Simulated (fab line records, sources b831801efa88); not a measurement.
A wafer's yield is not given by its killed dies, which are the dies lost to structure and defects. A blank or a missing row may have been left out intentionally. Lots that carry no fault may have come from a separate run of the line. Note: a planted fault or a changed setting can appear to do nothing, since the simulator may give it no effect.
Matching of chambers -- flow sky130 -- cmp-01 running SKY_VIA1_CMP_02: 4 sister chambers
The step polishes SiO2. 4 wafers are shown with their chamber, then 9 later ones without.

## WAFERS WITH THEIR CHAMBER
wafer,chamber,motor-current-A (A)
L652.3,3,13.3
L656.1,2,12.5
L656.2,1,11.5
L656.3,0,10.3

## WAFERS WITH NO CHAMBER GIVEN
wafer,motor-current-A (A)
L657.1,11.7
L657.3,11.9
L657.6,11.3
L659.1,13.4
L659.5,11.7
L659.6,11.5
L660.2,11.8
L660.4,10.0
L660.5,11.9

## EACH ONE'S CHAMBER
wafer,from the rows above,in truth
L657.1,1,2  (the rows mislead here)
L657.3,can't be placed: 1 or 2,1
L657.6,1,1
L659.1,3,3
L659.5,1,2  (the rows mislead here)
L659.6,1,1
L660.2,can't be placed: 1 or 2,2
L660.4,0,0
L660.5,can't be placed: 1 or 2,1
Placed correctly: 4 of 9. Not placeable from these rows: 3 (in 3, the candidates include the true chamber). Number placed wrongly: 2.
How it was worked out, from the rows above alone: a wafer's distance from a chamber is the root of the sum, over the readings, of the square of ((its reading less the chamber's mean) divided by the reading's scatter). The wafer belongs to the nearest chamber; if the next one is less than 2 further off, it can't be placed. For every chamber, the mean is computed from those of its wafers that are shown. The scatter (one wafer shown for each chamber): square how far every hidden wafer sits from the nearest shown wafer, average those squares and take the square root.
